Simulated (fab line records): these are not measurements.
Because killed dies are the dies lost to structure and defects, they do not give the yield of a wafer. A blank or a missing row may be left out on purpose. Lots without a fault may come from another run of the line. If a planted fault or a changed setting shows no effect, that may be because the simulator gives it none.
Struck lot and sound lot, side by side + flow sky130 + 15 steps out of a route of 708
Sound: wafers L143.1, L143.5, L143.6. Wafers L140.2, L140.5, L140.6 were the ones struck. At the end, the cause is stated.
Order at every step that has rows: each side's tool, ch and its chambers, its first start. Under that, the readings that differ: sound wafers + struck wafers + difference of the means + sigmas: that difference in standard deviations of wafers without a fault.
alike: same words and numbers on both sides, and readings whose means sit less than 2 such deviations apart. not compared: any withheld reading, any reading some wafer has no value for, any bound like >300 that may hide the same value, and any number with overlapping values for which the record gives no deviation.
The two part at a step that has a row with sigmas, a row that says differs or no value, or rows on one side only. Numbers that don't overlap but have no deviation are shown without sigmas and don't part them. Lack of a reading on every wafer of one side parts them only where that side has two or more wafers.

first, 8 steps without rows for these wafers: SKY_METAL2_DEHYDRATE_07 (time 60 s); SKY_METAL2_HMDS_08 (prime time 60 s); SKY_METAL2_COAT_09 (resist thk 60 nm); SKY_METAL2_COAT_10 (resist thk 450 nm); SKY_METAL2_SOFTBAKE_11 (time 90 s); SKY_METAL2_EXPOSE_12 (exposes mask MM2, target cd 140 nm); SKY_METAL2_PEB_13; SKY_METAL2_DEVELOP_14 (develop time 60 s).
SKY_METAL2_CD_MEAS_15: target cd 140 nm.
  sound on cd_sem-01, day 40 00:20; struck on cd_sem-01, day 39 09:13
  alike: cd_nm
SKY_METAL2_OVL_MEAS_16:
  sound on overlay-02, day 40 00:28; struck on overlay-02, day 39 09:19
| reading         | sound   | struck   | difference | sigmas |
|-----------------|---------|----------|------------|--------|
| METAL2_OVL (nm) | 3 10 -3 | -5 -8 -9 | -11        | -2     |
SKY_METAL2_DESCUM_17: chemistry O2, time 8 s.
  sound on rie_metal-02 ch 0,1, day 40 00:30; struck on rie_metal-04 ch 0,1, day 39 09:21
| reading                     | sound       | struck      | difference | sigmas |
|-----------------------------|-------------|-------------|------------|--------|
| drypump_motor_current_A (A) | 5.5 5.5 5.0 | 6.1 6.1 5.8 | +0.7       | +2     |
  alike: oes_product_au
  not compared: rf_hours_counter_h
SKY_METAL2_ETCH_18: etches BARC in N2/H2, stops on SiO2, time 45.9 s, target depth 60 nm.
  sound on rie_metal-02 ch 0,1, day 40 00:32; struck on rie_metal-04 ch 0,1, day 39 09:23
| reading               | sound             | struck            | difference | sigmas |
|-----------------------|-------------------|-------------------|------------|--------|
| oes_product_au (a.u.) | 0.858 0.859 0.860 | 0.841 0.850 0.853 | -0.011     | -2     |
  alike: bias_w, chamber_pressure_mTorr, drypump_motor_current_A, throttle_valve_pct
  not compared: rf_hours_counter_h
SKY_METAL2_METAL_ETCH_19: etches the open film in Cl2/BCl3, stops on SiO2, target depth 360 nm, time 78 s.
  sound on rie_metal-02 ch 0,1, day 40 00:35; struck on rie_metal-04 ch 0,1, day 39 09:26
  no value came back on the struck wafers for any of 5 readings (bcl3_flow_sccm (sccm), bias_w (W) and others); on the sound wafers bcl3_flow_sccm (sccm) reads 29.78 29.88 29.94
| reading                                       | sound             | struck          | difference | sigmas |
|-----------------------------------------------|-------------------|-----------------|------------|--------|
| model.KrF-thick_of_METAL2_COAT_10.thk_nm (nm) | 160.8 160.1 163.4 | 391 391.1 394.3 | +231       |        |
| model.SiO2_of_VIA1_HDPCVD_00.thk_nm (nm)      | 332.3 331 331.1   | 341.8 341.2 341 | +9.9       |        |
  not compared: rf_hours_counter_h
SKY_METAL2_STRIP_20: strips in O2/N2.
  sound on plasma_asher-04 ch 0,1, day 40 00:41; struck on plasma_asher-04 ch 0,1, day 39 09:32
| reading                      | sound             | struck            | difference | sigmas |
|------------------------------|-------------------|-------------------|------------|--------|
| oes_product_au (a.u.)        | 0.342 0.353 0.345 | 0.447 0.448 0.448 | +0.101     | +20    |
| strip_time_to_endpoint_s (s) | 2.72 2.70 2.75    | 5.18 5.18 5.21    | +2.47      | +70    |
  alike: drypump_motor_current_A
  not compared: rf_hours_counter_h
then, 1 step without rows for these wafers: SKY_METAL2_STRIP_21 (strips in post etch residue remover, time 1200 s).

## WHERE THEY PART
Earliest at SKY_METAL2_OVL_MEAS_16; latest, in this record, at SKY_METAL2_STRIP_20.

WHY: what had been put in by the simulator
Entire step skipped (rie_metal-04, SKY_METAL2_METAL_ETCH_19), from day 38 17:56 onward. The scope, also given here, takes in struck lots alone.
